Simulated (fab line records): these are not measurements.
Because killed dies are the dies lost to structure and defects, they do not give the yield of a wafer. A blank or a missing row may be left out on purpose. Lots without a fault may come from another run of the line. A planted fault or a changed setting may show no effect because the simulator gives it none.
A struck lot beside a sound one ; flow sky130 ; 18 out of 708 route steps
Sound: the wafers L593.2, L593.4, L593.6. Struck: wafer L606.1; the same lot's L606.6 was not struck, so it is left out; see the end for the cause.
Each step with rows lists, per side, the tool, then ch with its chambers, then its first start. Under that, the readings that differ: sound wafers ; struck wafers ; difference of the means ; sigmas: that difference in standard deviations of wafers without a fault.
alike: same words and numbers on both sides, and readings whose means sit less than 2 such deviations apart. not compared: any withheld reading, any reading some wafer has no value for, any bound like >300 that may hide the same value, and any number with overlapping values for which the record gives no deviation.
A row with sigmas, a row that says differs or no value, or rows on one side alone: a step with any of these is where the two part. Numbers that don't overlap but have no deviation are shown without sigmas and don't part them. Lack of a reading on every wafer of one side parts them only where that side has two or more wafers.

first, 2 steps without rows for these wafers: SKY_METAL2_CLEAN_23 (cleans in O3/DIW); SKY_VIA2_HDPCVD_00 (deposits SiO2, target thk 1180 nm, time 196.7 s).
SKY_VIA2_THK_MEAS_01:
  sound on film_metro-04 at day 36 04:56; struck on film_metro-02 at day 40 06:50
reading;sound;struck;difference;sigmas
VIA2_HDPCVD_THK (nm);1173 1165 1166;1196;+28;+3
SKY_VIA2_CMP_02: polishes SiO2.
  sound on cmp-02 ch 0,2, day 36 05:02; struck on cmp-01 ch 0, day 40 07:05
  alike: motor_current_A, slurry_flow_ml_min
SKY_VIA2_BOW_MEAS_03:
  sound on film_metro-01 at day 36 05:18; struck on film_metro-02 at day 40 07:20
reading;sound;struck;difference;sigmas
VIA2_BOW (um);99 90 92;78;-16;-2
then, 7 steps without rows for these wafers: SKY_VIA2_DEHYDRATE_04 (time 60 s); SKY_VIA2_HMDS_05 (prime time 60 s); SKY_VIA2_COAT_06 (resist thk 60 nm); SKY_VIA2_COAT_07 (resist thk 450 nm); SKY_VIA2_SOFTBAKE_08 (time 90 s); SKY_VIA2_EXPOSE_09 (exposes mask VIM2, target cd 200 nm); SKY_VIA2_PEB_10.
SKY_VIA2_DEVELOP_11: develop time 60 s.
  sound on litho_track-01 ch 0, day 37 07:00; struck on litho_track-01 ch 0, day 41 07:00
  alike: developer_temp_C
SKY_VIA2_CD_MEAS_12 targets a cd of 200 nm.
  sound on cd_sem-01 at day 37 07:17; struck on cd_sem-02 at day 41 07:22
reading;sound;struck;difference;sigmas
cd_nm (nm);199.7 200.9 201.2;195.1;-5.5;-4
SKY_VIA2_OVL_MEAS_13:
  sound on overlay-01 at day 37 07:24; struck on overlay-01 at day 41 07:29
  alike: VIA2_OVL
SKY_VIA2_ETCH_14: etches BARC in N2/H2, stops on SiO2, time 45.9 s, target depth 60 nm.
  sound on rie_diel-01 ch 1,2, day 37 07:26; struck on rie_diel-01 ch 0, day 41 07:32
reading;sound;struck;difference;sigmas
model.VIA2.cd_nm (nm);199.4 200.7 200.2;195.8;-4.3;
  alike: bias_w, drypump_motor_current_A, oes_product_au, throttle_valve_pct
  not compared: rf_hours_counter_h
SKY_VIA2_ETCH_15: etches SiO2 in C4F8/O2/Ar, stops on TiN, target depth 546 nm, time 84 s.
  sound on rie_diel-01 ch 1,2, day 37 07:28; struck on rie_diel-01 ch 0, day 41 07:34
reading;sound;struck;difference;sigmas
model.VIA2.cd_nm (nm);198.1 203.1 203.2;197.3;-4.2;
  alike: bias_w, oes_product_au
  not compared: rf_hours_counter_h
SKY_VIA2_STRIP_16: strips in O2/N2.
  sound on plasma_asher-02 ch 0,1, day 37 07:32; struck on plasma_asher-03 ch 1, day 41 07:38
  alike: drypump_motor_current_A, oes_product_au, strip_time_to_endpoint_s
  not compared: rf_hours_counter_h

## WHERE THEY PART
Last at SKY_VIA2_CD_MEAS_12 as far as this record goes, first at SKY_VIA2_THK_MEAS_01. Later steps at which nothing parts them and some readings are alike: SKY_VIA2_OVL_MEAS_13, SKY_VIA2_ETCH_14, SKY_VIA2_ETCH_15, SKY_VIA2_STRIP_16.

WHY: what the simulator had put in
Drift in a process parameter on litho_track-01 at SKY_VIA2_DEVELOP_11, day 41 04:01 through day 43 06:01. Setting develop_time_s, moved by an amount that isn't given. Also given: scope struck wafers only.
